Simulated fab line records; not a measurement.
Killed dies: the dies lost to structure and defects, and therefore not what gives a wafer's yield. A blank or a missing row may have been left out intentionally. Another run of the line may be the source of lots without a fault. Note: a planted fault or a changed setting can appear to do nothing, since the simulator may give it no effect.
Check of tool commonality ; flow gf180mcu ; Sample size 13 lots and 39 wafers

REASON FOR OPENING
Flagged at GF_HV_LDD_CD_MEAS_31: reading cdNm, on 2 of 13 lots. Fault-free wafers read 400.4 nm, with a standard deviation of 2.
Rule: a lot is flagged in two cases, either no wafer of it has a number, or all its wafers with numbers fall more than 4 standard deviations from that mean. As for the other lots, they are considered sound.

lot;measured;on;cdNm (nm), wafer by wafer;flag
L464;day 12 09:47;cdSem-02;400.3 398.8 401.2;
L465;day 12 15:55;cdSem-01;398.4 400.8 397.5;
L467;day 13 08:42;cdSem-02;400.3 399.7 400.6;
L468;day 13 18:31;cdSem-02;400.5 400.5 401.9;
L469;day 14 02:55;cdSem-01;402.0 401.8 404.0;
L470;day 14 10:43;cdSem-02;401.1 402.3 401.3;
L472;day 14 23:33;cdSem-01;399.1 400.3 398.9;
L473;day 15 12:22;cdSem-01;398.4 399.9 399.9;
L477;day 17 01:36;cdSem-01;399.0 399.1 398.8;
L478;day 17 03:55;cdSem-01;405.5 403.5 404.9;
L479;day 17 08:20;cdSem-01;386.3 385.4 383.0;FLAGGED
L480;day 17 11:43;cdSem-01;387.3 384.7 387.3;FLAGGED
L483;day 19 04:41;cdSem-01;397.3 400.0 398.6;
Average over the flagged lots: 385.7 nm; offset from the usual -14.7 nm, equal to -7 standard deviations.

WHICH TOOL EACH LOT WENT THROUGH
The record holds 1 process step before the reading, out of a route of 602 steps. Read each cell as the tool, then ch plus the chambers that the sampled wafers visited, then the start.
lot;flag;GF_HV_LDD_EXPOSE_28
L464;;ilineStepper-02 ch 0, day 12 00:13
L465;;ilineStepper-01 ch 0, day 12 06:29
L467;;ilineStepper-02 ch 0, day 12 23:20
L468;;ilineStepper-02 ch 0, day 13 08:55
L469;;ilineStepper-01 ch 0, day 13 16:38
L470;;ilineStepper-02 ch 0, day 14 00:41
L472;;ilineStepper-02 ch 0, day 14 13:41
L473;;ilineStepper-01 ch 0, day 15 01:55
L477;;ilineStepper-01 ch 0, day 16 14:40
L478;;ilineStepper-01 ch 0, day 16 16:18
L479;FLAGGED;ilineStepper-01 ch 0, day 16 20:37
L480;FLAGGED;ilineStepper-01 ch 0, day 17 00:22
L483;;ilineStepper-02 ch 0, day 18 16:15
These steps, and what they do:
- GF_HV_LDD_EXPOSE_28: exposes mask Nplus HV AREA, target cd 400 nm.
- GF_HV_LDD_CD_MEAS_31: target cd 400 nm.

FLAGGED OVER TOTAL, TOOL BY TOOL (the gauges that took the reading come last)
step;tool;lots run;flagged;share of the flagged lots;sound lots run after its first flagged lot
GF_HV_LDD_EXPOSE_28;ilineStepper-01;7;2;all;0
GF_HV_LDD_EXPOSE_28;ilineStepper-02;6;0;none;-
GF_HV_LDD_CD_MEAS_31;cdSem-01;9;2;all;1 (L483)
GF_HV_LDD_CD_MEAS_31;cdSem-02;4;0;none;-

WHAT IS ALLOWED BY THE TABLE
In 2 table rows, all flagged lots were run: ilineStepper-01 (GF_HV_LDD_EXPOSE_28), cdSem-01 (GF_HV_LDD_CD_MEAS_31).
- ilineStepper-01 at GF_HV_LDD_EXPOSE_28 ran 7 lots, 2 of them flagged. A fault beginning between L478 (day 16 16:18), its last sound lot, and L479 (day 16 20:37), its first flagged one, fits the data. Its own readings (exposureDoseMJCm2) fall more than 4 standard deviations out on all wafers of the flagged lots.
- cdSem-01 at GF_HV_LDD_CD_MEAS_31 ran 9 lots, 2 of them flagged. Sound lots followed the first flagged one (L483) on it, something a lasting fault affecting the whole tool could not allow.
Just one tool remains: ilineStepper-01 at GF_HV_LDD_EXPOSE_28.

WHAT THE SIMULATOR PUT IN
Drift in process parameters on ilineStepper-01 at GF_HV_LDD_EXPOSE_28, starting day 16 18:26. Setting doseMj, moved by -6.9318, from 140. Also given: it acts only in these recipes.
Struck lots among those shown: L479, L480. This agrees with what the rule above found.
